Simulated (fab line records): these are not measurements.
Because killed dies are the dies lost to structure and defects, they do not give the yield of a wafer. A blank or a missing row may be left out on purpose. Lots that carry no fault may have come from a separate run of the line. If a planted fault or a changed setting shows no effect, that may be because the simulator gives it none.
The tool behind it: which one? -- flow sky130 -- 45 wafers from 15 lots sampled at 3 of the route's 708 steps

WHAT EACH GAUGE READ, for each wafer
SKY_NWELL_TW_MEAS_15.
lot,measured,on,NWELL_TW
L872,day 5 10:47,filmMetro-02,1818 1819 1818
L871,day 5 11:29,filmMetro-04,1853 1857 1855
L874,day 6 01:23,filmMetro-03,1800 1812 1804
L873,day 6 02:23,filmMetro-03,1801 1823 1812
L877,day 7 00:56,filmMetro-02,1815 1829 1816
L878,day 7 01:17,filmMetro-04,1852 1852 1863
L880,day 7 08:09,filmMetro-04,1860 1856 1851
L881,day 7 13:37,filmMetro-04,1854 1855 1850
L883,day 7 19:08,filmMetro-02,1831 1823 1824
L885,day 8 03:17,filmMetro-04,1842 1838 1850
L887,day 8 13:44,filmMetro-03,1804 1795 1806
L888,day 8 22:22,filmMetro-03,1811 1802 1803
L889,day 9 03:50,filmMetro-04,1843 1847 1854
L892,day 9 16:32,filmMetro-04,1849 1851 1849
L893,day 9 23:29,filmMetro-02,1813 1821 1813

SKY_LDD_LDN_TW_MEAS_13.
lot,measured,on,LDD_LDN_TW
L872,day 24 10:41,filmMetro-04,1479 1487 1473
L871,day 24 09:29,filmMetro-03,1471 1469 1474
L874,day 25 12:22,filmMetro-01,1476 1471 1490
L873,day 25 12:35,filmMetro-01,1490 1477 1478
L877,day 26 15:53,filmMetro-04,1490 1479 1486
L878,day 26 19:02,filmMetro-04,1480 1487 1486
L880,day 27 05:30,filmMetro-03,1477 1469 1467
L881,day 27 13:03,filmMetro-03,1475 1471 1471
L883,day 27 21:38,filmMetro-04,1490 1491 1496
L885,day 28 14:24,filmMetro-04,1373 1380 1369
L887,day 28 21:43,filmMetro-04,1367 1370 1376
L888,day 29 11:13,filmMetro-03,1355 1352 1355
L889,day 29 13:53,filmMetro-03,1485 1482 1479
L892,day 30 09:23,filmMetro-01,1488 1487 1477
L893,day 30 13:41,filmMetro-03,1475 1466 1470

WHICH TOOL RAN EACH LOT (tool, then ch and the chambers of the sampled wafers, then the start)
lot,SKY_LDD_LDN_IMPLANT_11
L872,"implanter-02 ch 0, day 24 10:26"
L871,"implanter-04 ch 0, day 24 09:14"
L874,"implanter-04 ch 0, day 25 12:08"
L873,"implanter-02 ch 0, day 25 12:20"
L877,"implanter-04 ch 0, day 26 15:38"
L878,"implanter-04 ch 0, day 26 18:47"
L880,"implanter-04 ch 0, day 27 05:17"
L881,"implanter-04 ch 0, day 27 12:50"
L883,"implanter-02 ch 0, day 27 21:23"
L885,"implanter-02, day 28 14:10"
L887,"implanter-01, day 28 21:24"
L888,"implanter-01, day 29 10:59"
L889,"implanter-02 ch 0, day 29 13:38"
L892,"implanter-02 ch 0, day 30 09:08"
L893,"implanter-01 ch 0, day 30 13:26"
- SKY_LDD_LDN_IMPLANT_11

WHAT THE TOOLS THEMSELVES READ (means of the sampled wafers that have a number; where no wafer has one, the mark that the record gives instead)
SKY_LDD_LDN_IMPLANT_11.
lot,tool,beamEnergyKeV,beamOnS (s)
L872,implanter-02,15.002,10.06
L871,implanter-04,15.002,9.93
L874,implanter-04,15.005,9.88
L873,implanter-02,14.997,10.09
L877,implanter-04,14.997,10.05
L878,implanter-04,14.998,10.17
L880,implanter-04,15.008,9.85
L881,implanter-04,15.004,10.02
L883,implanter-02,14.999,10.23
L885,implanter-02,-,-
L887,implanter-01,-,-
L888,implanter-01,-,-
L889,implanter-02,14.993,10.23
L892,implanter-02,14.994,10.01
L893,implanter-01,14.992,9.88

THE ANSWER, worked out from the rows above alone
Rule: the lots themselves supply what counts as usual. Put in order of their means at a reading, lots are off if they are a third of the lots or fewer, leave a main group of 4 or more, and stand apart from it by a gap of 3 or more times the standard deviation of the main group's means; of several such gaps the widest counts. A main group whose means are all the same, to the digits that the tables above print for the reading, isn't used. A lot without any number at a reading at which 4 lots or more have one is off too. The other lots that the step has rows for count as sound. Order of review: gauges by route order, followed by the tools' own readings, for which a lot's mean as printed above is used. The first step at which some lot is off is used, and at that step the reading that is off furthest; a lot without a number counts as furthest.
Off: L885, L887, L888, at SKY_LDD_LDN_TW_MEAS_13 (LDD_LDN_TW). The main group has a mean of 1479 with a standard deviation of 6.6.
If a tool, at a process step before that reading, ran all the lots that are off and no sound lot after the first of them, it fits. The gauges at SKY_LDD_LDN_TW_MEAS_13 aren't tried: what is off there is off at SKY_LDD_LDN_IMPLANT_11 too, on other tools, and a gauge's error can't cause that. Not one of the candidates tried fits.

WHAT THE SIMULATOR HAD INSERTED
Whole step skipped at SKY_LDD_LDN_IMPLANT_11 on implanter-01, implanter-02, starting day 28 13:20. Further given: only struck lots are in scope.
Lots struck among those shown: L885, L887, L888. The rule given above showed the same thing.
